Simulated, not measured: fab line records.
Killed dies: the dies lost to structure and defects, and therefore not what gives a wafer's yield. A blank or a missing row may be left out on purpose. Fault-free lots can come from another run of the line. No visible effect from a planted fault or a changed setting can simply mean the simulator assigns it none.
fab line records	flow gf180mcu
[record] lots = 11	wafers = 33	last_day = 36
route steps=602 shown POLY_GATE@170 NSD@244 V1@339
lots that met no fault: taken from a fault-free run of the same line
start_h: hours from the record's first day to the start of the lot's first wafer shown	wait_h: how many hours have passed since the lot's step before this one	" the same as in the row above	L1.1+2: several wafers, shown together as one row	- either no value or no given start	* or withheld: withheld	< > ~ a bound
route shown NAME@n: names a module that has steps shown in the file, with the first one's number in the route	usual: average and standard deviation across the fault-free wafers	same: alike in all rows	chamber/n: place in a boat	sites: the reading at each site	_std_site: the standard deviation of these	_edge_site: outer sites' mean less inner sites'	radius_mm: how far each site lies from the wafer's centre	mask NAME#n: copy n	behind: the tool/chamber that last shaped the wafer	hold: what put the lot on hold/how long, in hours/how the hold closed	device: the n, p or np transistor that did not switch	end of line: tests run on the same wafers once the route is complete	a step without rows: its recipe alone	killed: the dies lost at the first sort to structure and to defects; this is not the yield of the wafer	map: dies across one wafer; x = killed, . = not, _ = none there
set.NAME: the run value of the setting; set.NAME@STEP: its run value at that earlier step	model.NAME: the simulator's own value behind a step, which no gauge read
route steps across a sampled set of lots; one table per step, one row per wafer
services: a tool's chamber out of use, with start hour (start_h, from the record's first day; less than 0 if before it), hours out, and reason
[[steps]]
[step GF_POLY_GATE_ETCH_13]
[recipe] target = poly-Si	target_depth_nm = 198.5	stop_on = SiO2	over_etch_frac = 0.403	chemistry = HBr/Cl2	icp_w = 400	bias_w = 100	pressure_mtorr = 10	HBr_flow_sccm = 150	Cl2_flow_sccm = 50	time_s = 69.6
[usual] drypump_motor_current_A = 5.3/0.41	oes_product_au = 0.986/0.0084	throttle_valve_pct = 33.684/0.0082
lot.wafer	tool	chamber	start_h	wait_h	drypump_motor_current_A	oes_product_au	rf_hours_counter_h	throttle_valve_pct
L540.2	rie_si-01	0	220.82	-	5.2	0.990	97	33.690
L540.5	"	3	"	"	5.3	0.993	-	33.682
L540.6	"	2	"	"	4.7	0.983	-	33.696
L541.3	rie_si-02	3	233.18	-	5.3	0.997	62	33.689
L541.5	"	3	"	"	5.3	1.002	-	33.682
L541.6	"	2	"	"	5.3	0.983	-	33.683
L543.1	rie_si-01	3	245.23	-	5.3	0.995	5	33.690
L543.3	"	3	"	"	5.3	1.001	-	33.683
L543.5	"	3	"	"	5.3	0.992	-	33.687
L545.1	rie_si-02	2	262.40	-	5.3	0.976	6	33.687
L545.2	"	0	"	"	4.9	0.984	40	33.681
L545.6	"	1	"	"	6.1	0.994	-	33.681
L549.1	rie_si-02	1	290.03	-	6.1	0.986	80	33.682
L549.2	"	2	"	"	5.3	0.976	6	33.681
L549.6	"	2	"	"	5.3	0.985	-	33.675
L551.1	rie_si-02	1	303.08	-	6.1	0.994	80	33.674
L551.3	"	0	"	"	4.9	0.993	40	33.682
L551.6	"	1	"	"	6.1	0.987	-	33.690
L556.3	rie_si-01	2	335.33	-	4.7	0.979	1	33.690
L556.5	"	1	"	"	5.2	0.980	-	33.691
L556.6	"	0	"	"	5.2	0.979	-	33.663
L558.4	rie_si-01	1	351.25	-	5.2	0.990	44	33.688
L558.5	"	1	"	"	5.2	0.987	-	33.678
L558.6	"	2	"	"	4.7	0.993	-	33.678
L560.1	rie_si-01	2	364.97	-	4.7	0.983	1	33.665
L560.3	"	1	"	"	5.2	0.992	44	33.686
L560.4	"	3	"	"	5.3	0.986	6	33.687
L561.1	rie_si-02	3	372.13	-	5.3	0.990	63	33.682
L561.3	"	2	"	"	5.3	0.970	7	33.683
L561.4	"	1	"	"	6.1	0.991	81	33.672
L563.3	rie_si-02	1	384.78	-	6.1	0.996	81	33.684
L563.4	"	0	"	"	4.8	0.986	41	33.664
L563.5	"	2	"	"	5.3	0.978	-	33.673
[step GF_NSD_IMPLANT_09]
[recipe] species = As	energy_kev = 60.64	dose_cm2 = 4e+15	tilt_deg = 7
[usual] beam_on_s = 18.7/1.7	dose_ions_cm2 = 4e+15/4.2e+12
lot.wafer	tool	chamber	start_h	wait_h	beam_on_s	dose_ions_cm2
L540.2	implanter-02	0	334.02	0.0	18.2	3.998e+15
L540.5	"	0	"	"	17.8	3.997e+15
L540.6	"	0	"	"	18.3	3.995e+15
L541.3	implanter-02	0	346.95	0.1	18.0	4.001e+15
L541.5	"	0	"	"	17.7	4.012e+15
L541.6	"	0	"	"	18.1	4.009e+15
L543.1	implanter-02	0	361.82	0.0	18.4	4.002e+15
L543.3	"	0	"	"	18.5	3.997e+15
L543.5	"	0	"	"	17.7	3.997e+15
L545.1	implanter-04	0	378.20	0.0	17.3	4.002e+15
L545.2	"	0	"	"	17.5	3.998e+15
L545.6	"	0	"	"	17.5	3.998e+15
L549.1	implanter-02	0	410.12	0.0	24.0	5.262e+15
L549.2	"	0	"	"	23.7	5.256e+15
L549.6	"	0	"	"	24.1	5.27e+15
L551.1	implanter-02	0	426.02	0.0	24.2	5.274e+15
L551.3	"	0	"	"	24.5	5.268e+15
L551.6	"	0	"	"	25.0	5.267e+15
L556.3	implanter-03	0	464.87	0.1	21.8	4.003e+15
L556.5	"	0	"	"	22.0	4.007e+15
L556.6	"	0	"	"	21.8	4.004e+15
L558.4	implanter-03	0	479.42	0.1	21.4	4e+15
L558.5	"	0	"	"	21.6	3.993e+15
L558.6	"	0	"	"	21.9	3.995e+15
L560.1	implanter-02	0	493.67	0.0	18.2	3.993e+15
L560.3	"	0	"	"	17.6	3.994e+15
L560.4	"	0	"	"	18.1	3.997e+15
L561.1	implanter-02	0	503.29	0.0	17.5	3.991e+15
L561.3	"	0	"	"	17.8	3.992e+15
L561.4	"	0	"	"	17.7	3.997e+15
L563.3	implanter-02	0	517.57	0.1	19.2	4.006e+15
L563.4	"	0	"	"	18.0	4.007e+15
L563.5	"	0	"	"	18.7	4.003e+15
[step GF_NSD_STRIP_11]
[recipe] chemistry = O2/N2	power_w = 1400	pressure_mtorr = 1500	platen_temp_c = 250	o2_flow_sccm = 3000	n2_flow_sccm = 300	overash_fraction = 0.5
[usual] drypump_motor_current_A = 5.8/0.47	heater_power_w = 316/32	oes_product_au = 0.485/0.0044	strip_time_to_endpoint_s = 23.00/0.035
lot.wafer	tool	chamber	start_h	wait_h	drypump_motor_current_A	heater_power_w	oes_product_au	rf_hours_counter_h	strip_time_to_endpoint_s
L540.2	plasma_asher-03	1	334.30	0.1	6.6	296	0.486	71	23.01
L540.5	"	0	"	"	5.8	308	0.484	-	22.99
L540.6	"	1	"	"	6.6	292	0.482	-	23.04
L541.3	plasma_asher-04	0	347.23	0.1	5.6	374	0.482	-	23.01
L541.5	"	1	"	"	5.8	316	0.490	-	22.96
L541.6	"	0	"	"	5.6	389	0.491	-	22.99
L543.1	plasma_asher-03	0	362.12	0.1	5.8	302	0.484	73	22.98
L543.3	"	0	"	"	5.8	306	0.483	-	22.96
L543.5	"	1	"	"	6.5	295	0.486	-	23.01
L545.1	plasma_asher-01	1	378.50	0.1	5.7	279	0.485	26	23.06
L545.2	"	0	"	"	4.9	335	0.491	26	23.05
L545.6	"	0	"	"	4.9	324	0.487	-	23.01
L549.1	plasma_asher-03	0	410.42	0.1	5.8	305	0.475	78	23.80
L549.2	"	1	"	"	6.6	292	0.468	78	23.79
L549.6	"	0	"	"	5.8	310	0.477	-	23.77
L551.1	plasma_asher-01	1	426.32	0.1	5.7	280	0.471	31	23.79
L551.3	"	0	"	"	4.9	325	0.485	-	23.82
L551.6	"	0	"	"	5.0	330	0.476	-	23.83
L556.3	plasma_asher-04	1	465.15	0.1	5.7	317	0.485	-	23.01
L556.5	"	0	"	"	5.7	380	0.486	-	23.06
L556.6	"	1	"	"	5.7	317	0.488	-	23.04
L558.4	plasma_asher-03	1	479.68	0.1	6.6	294	0.483	-	22.99
L558.5	"	0	"	"	5.8	297	0.480	-	22.99
L558.6	"	1	"	"	6.6	300	0.482	-	22.99
L560.1	plasma_asher-03	1	493.97	0.1	6.5	296	0.471	7	22.99
L560.3	"	1	"	"	6.6	300	0.486	-	22.97
L560.4	"	0	"	"	5.8	300	0.478	-	22.95
L561.1	plasma_asher-03	0	503.59	0.1	5.8	301	0.488	8	23.00
L561.3	"	1	"	"	6.6	291	0.487	-	23.03
L561.4	"	0	"	"	5.8	296	0.483	-	22.98
L563.3	plasma_asher-04	0	517.86	0.1	5.6	384	0.489	-	22.96
L563.4	"	1	"	"	5.8	319	0.479	-	23.00
L563.5	"	1	"	"	5.7	319	0.482	-	22.95
[step GF_PSD_RS_MEAS_14]
[recipe] thk_meas_gauge = four-point-probe
[usual] NSD_RS = 45.94/0.074
lot.wafer	tool	chamber	start_h	wait_h	hold	NSD_RS[ohm/sq]
L540.2	film_metro-03	-	358.05	0.1	-	46.07
L540.5	"	-	"	"	-	46.00
L540.6	"	-	"	"	-	46.01
L541.3	film_metro-01	-	370.46	0.1	-	45.88
L541.5	"	-	"	"	-	45.90
L541.6	"	-	"	"	-	45.88
L543.1	film_metro-04	-	386.02	0.1	-	46.12
L543.3	"	-	"	"	-	45.97
L543.5	"	-	"	"	-	46.08
L545.1	film_metro-01	-	402.32	0.1	-	45.81
L545.2	"	-	"	"	-	45.99
L545.6	"	-	"	"	-	45.98
L549.1	film_metro-04	-	434.89	0.1	await_dispo/0.2h/release	44.66
L549.2	"	-	"	"	await_dispo/0.2h/release	44.71
L549.6	"	-	"	"	await_dispo/0.2h/release	44.73
L549.1	film_metro-04	-	435.18	0.3	-	44.74
L549.2	"	-	"	"	-	44.71
L549.6	"	-	"	"	-	44.57
L551.1	film_metro-01	-	451.52	0.1	await_dispo/0.2h/release	44.67
L551.3	"	-	"	"	await_dispo/0.2h/release	44.65
L551.6	"	-	"	"	await_dispo/0.2h/release	44.61
L551.1	film_metro-01	-	451.84	0.3	-	44.71
L551.3	"	-	"	"	-	44.66
L551.6	"	-	"	"	-	44.76
L556.3	film_metro-01	-	490.73	0.1	-	45.94
L556.5	"	-	"	"	-	46.01
L556.6	"	-	"	"	-	45.87
L558.4	film_metro-03	-	505.58	0.1	-	45.98
L558.5	"	-	"	"	-	46.00
L558.6	"	-	"	"	-	45.95
L560.1	film_metro-04	-	519.56	0.1	-	45.94
L560.3	"	-	"	"	-	45.97
L560.4	"	-	"	"	-	46.07
L561.1	film_metro-01	-	528.76	0.1	-	46.05
L561.3	"	-	"	"	-	45.99
L561.4	"	-	"	"	-	45.92
L563.3	film_metro-04	-	542.48	0.1	-	46.12
L563.4	"	-	"	"	-	45.98
L563.5	"	-	"	"	-	45.96
[step GF_V1_CMP_04]
[recipe] material = SiO2	down_force_psi = 4	platen_rpm = 60	pad_velocity_m_s = 0.94248
[usual] motor_current_A = 11.6/1.2	slurry_filter_dp_kPa = 13.50/0.12	time_to_endpoint_s = 80/5.8
lot.wafer	tool	chamber	start_h	wait_h	motor_current_A	slurry_filter_dp_kPa	time_to_endpoint_s
L540.2	cmp-01	2	433.95	0.2	11.1	13.55	81
L540.6	"	2	"	"	11.6	13.59	82
L540.5	"	3	"	"	9.7	13.42	77
L541.3	cmp-01	0	446.75	0.1	12.2	13.59	76
L541.5	"	3	"	"	10.4	13.58	81
L541.6	"	0	"	"	11.9	13.57	83
L543.1	cmp-01	3	464.76	0.1	9.6	13.48	73
L543.3	"	0	"	"	12.3	13.37	80
L543.5	"	2	"	"	10.8	13.54	79
L545.2	cmp-02	2	481.30	0.0	13.0	13.60	71
L545.1	"	1	"	"	14.1	13.42	79
L545.6	"	2	"	"	12.4	13.29	79
L549.1	cmp-01	1	515.25	0.1	10.7	13.54	82
L549.2	"	3	"	"	9.9	13.57	78
L549.6	"	0	"	"	12.2	13.43	81
L551.1	cmp-02	3	530.62	0.1	11.3	13.62	89
L551.3	"	0	"	"	11.0	13.48	85
L551.6	"	0	"	"	11.5	13.77	90
L556.3	cmp-01	2	566.75	0.2	11.0	13.41	80
L556.6	"	3	"	"	10.2	13.36	89
L556.5	"	0	"	"	13.0	13.47	90
L558.4	cmp-01	1	582.15	0.7	10.7	13.52	84
L558.5	"	3	"	"	10.3	13.58	83
L558.6	"	0	"	"	12.3	13.48	83
L560.1	cmp-01	2	593.90	0.1	11.3	13.39	70
L560.4	"	3	"	"	10.5	13.35	80
L560.3	"	0	"	"	12.0	13.64	71
L561.1	cmp-01	1	601.97	0.1	10.9	13.53	83
L561.4	"	2	"	"	11.2	13.44	81
L561.3	"	3	"	"	9.8	13.38	78
L563.3	cmp-02	2	616.12	0.0	12.4	13.67	77
L563.4	"	0	"	"	11.4	13.80	84
L563.5	"	2	"	"	12.7	13.62	76
[step GF_V1_CD_MEAS_14]
[recipe] target_cd_nm = 260
[usual] cd_nm = 260.1/1.3
lot.wafer	tool	chamber	start_h	wait_h	cd_nm
L540.2	cd_sem-02	-	458.68	0.1	259.5
L540.5	"	-	"	"	260.3
L540.6	"	-	"	"	261.0
L541.3	cd_sem-02	-	472.81	0.1	260.2
L541.5	"	-	"	"	262.2
L541.6	"	-	"	"	259.6
L543.1	cd_sem-02	-	490.31	0.1	260.7
L543.3	"	-	"	"	260.1
L543.5	"	-	"	"	260.3
L545.1	cd_sem-02	-	506.92	0.1	259.1
L545.2	"	-	"	"	260.1
L545.6	"	-	"	"	258.5
L549.1	cd_sem-02	-	539.69	0.1	259.1
L549.2	"	-	"	"	258.8
L549.6	"	-	"	"	258.5
L551.1	cd_sem-01	-	555.06	0.1	261.5
L551.3	"	-	"	"	261.4
L551.6	"	-	"	"	262.9
L556.3	cd_sem-02	-	590.18	0.1	259.6
L556.5	"	-	"	"	260.5
L556.6	"	-	"	"	259.7
L558.4	cd_sem-01	-	605.02	0.1	259.4
L558.5	"	-	"	"	259.6
L558.6	"	-	"	"	258.4
L560.1	cd_sem-02	-	615.36	0.1	259.3
L560.3	"	-	"	"	259.7
L560.4	"	-	"	"	258.3
L561.1	cd_sem-02	-	624.41	0.1	259.9
L561.3	"	-	"	"	258.9
L561.4	"	-	"	"	258.5
L563.3	cd_sem-01	-	638.28	0.1	261.2
L563.4	"	-	"	"	259.6
L563.5	"	-	"	"	260.4
[[services]]
tool	chamber	start_h	hours	kind
rie_si-02	0	223.71	3.2	repair
rie_si-02	-	228.99	0.3	repair
implanter-02	-	250.90	2.2	repair
rie_si-02	3	283.26	13.8	repair
implanter-02	-	292.86	1.0	repair
cmp-01	-	323.37	4.4	pm
rie_si-02	0	337.26	4.9	repair
cmp-01	-	374.57	1.0	repair
rie_si-02	0	380.09	2.7	repair
cmp-01	-	388.70	0.4	repair
cmp-01	-	404.00	4.0	pm
cmp-01	-	413.12	1.7	repair
plasma_asher-03	-	421.25	9.0	pm
cmp-01	-	479.56	0.9	repair
rie_si-02	-	481.81	0.1	repair
implanter-02	-	490.16	3.2	pm
implanter-02	-	494.15	6.2	repair
cmp-01	-	498.90	4.0	repair
implanter-02	-	512.17	4.8	repair
cmp-01	-	534.52	4.0	repair
implanter-02	-	535.07	5.2	pm
cmp-01	-	568.51	2.8	repair
implanter-02	-	597.63	2.2	repair
cmp-01	-	609.64	1.2	repair
[[key]]
[first_sign] step = GF_NSD_IMPLANT_09	reading = dose_ions_cm2	direction = up	sigmas = 99+	usual = 4e+15	struck = 5.266e+15
[effect] step = GF_NSD_IMPLANT_09	reading = beam_on_s	direction = up	sigmas = 3.3	usual = 18.7	struck = 24.2
[effect] step = GF_NSD_STRIP_11	reading = strip_time_to_endpoint_s	direction = up	sigmas = 23	usual = *	struck = *
[effect] step = GF_PSD_RS_MEAS_14	reading = visit	direction = added
[effect] step = GF_PSD_RS_MEAS_14	reading = NSD_RS	direction = down	sigmas = 17	usual = 45.94	struck = 44.67
met_at GF_NSD_IMPLANT_09
struck_lots L549,L551
tester_left_out L549,L551
not_acting_at GF_POLY_GATE_ETCH_13,GF_V1_CMP_04,GF_V1_CD_MEAS_14
onset_between 361.82 410.12
[fault] kind = process_parameter_drift	tool = implanter-02	chamber = -	onset_h = 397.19	steps = GF_NSD_IMPLANT_09	channel = dose_cm2	offset = 1.2656e+15	shape = step	end_h = 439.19	acts_in = these_recipes_only	stated = 4e+15
// tester_left_out: of these lots the tester's yield and bins aren't shown, on N5 and GAA mostly nor the transistor test; their killed dies are dies lost to structure and defects alone, not to doping, threshold or leakage, so they don't give the yield
